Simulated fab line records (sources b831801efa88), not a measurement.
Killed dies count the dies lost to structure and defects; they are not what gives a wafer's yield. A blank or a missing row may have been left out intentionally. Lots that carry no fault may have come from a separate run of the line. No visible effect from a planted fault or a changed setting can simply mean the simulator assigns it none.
Chamber matching / flow sky130 / SKY_SPACER_ETCHBACK_02 on rieDiel-03: 4 sister chambers
The step etches Si3N4 in CH3F/O2, stops on SiO2, time 46.7 s, target depth 45 nm. 4 wafers are shown with their chamber, then 10 later ones without.

WAFERS WITH THEIR CHAMBER
wafer=L084.6; chamber=2; drypumpMotorCurrentA (A)=5.5
wafer=L085.1; chamber=3; drypumpMotorCurrentA (A)=6.1
wafer=L086.2; chamber=0; drypumpMotorCurrentA (A)=6.6
wafer=L086.5; chamber=1; drypumpMotorCurrentA (A)=6.3

WAFERS WITHOUT THEIR CHAMBER
wafer=L086.6; drypumpMotorCurrentA (A)=6.6
wafer=L087.2; drypumpMotorCurrentA (A)=6.3
wafer=L087.3; drypumpMotorCurrentA (A)=5.5
wafer=L087.4; drypumpMotorCurrentA (A)=6.6
wafer=L090.2; drypumpMotorCurrentA (A)=6.2
wafer=L090.3; drypumpMotorCurrentA (A)=6.1
wafer=L090.5; drypumpMotorCurrentA (A)=5.5
wafer=L093.1; drypumpMotorCurrentA (A)=6.6
wafer=L093.3; drypumpMotorCurrentA (A)=5.5
wafer=L093.5; drypumpMotorCurrentA (A)=5.5

THE CHAMBER EACH PASSED THROUGH
wafer=L086.6; from the rows above=0; in truth=0
wafer=L087.2; from the rows above=1; in truth=1
wafer=L087.3; from the rows above=2; in truth=2
wafer=L087.4; from the rows above=0; in truth=0
wafer=L090.2; from the rows above=can't be placed: 1 or 3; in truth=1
wafer=L090.3; from the rows above=3; in truth=3
wafer=L090.5; from the rows above=2; in truth=2
wafer=L093.1; from the rows above=0; in truth=0
wafer=L093.3; from the rows above=2; in truth=2
wafer=L093.5; from the rows above=2; in truth=2
9 of 10 placed correctly. These rows do not allow placing 1 (true chamber among the candidates in 1). Placed wrongly: 0.
How it was worked out, from the rows above alone: a wafer's distance from a chamber is the root of the sum, over the readings, of the square of ((its reading less the chamber's mean) divided by the reading's scatter). The wafer belongs to the nearest chamber; if the next one is less than 2 further off, it can't be placed. The mean given for a chamber averages the wafers shown for that chamber. The scatter: with one shown wafer a chamber, the root of the mean of the squares of how far each hidden wafer lies from its nearest shown one.
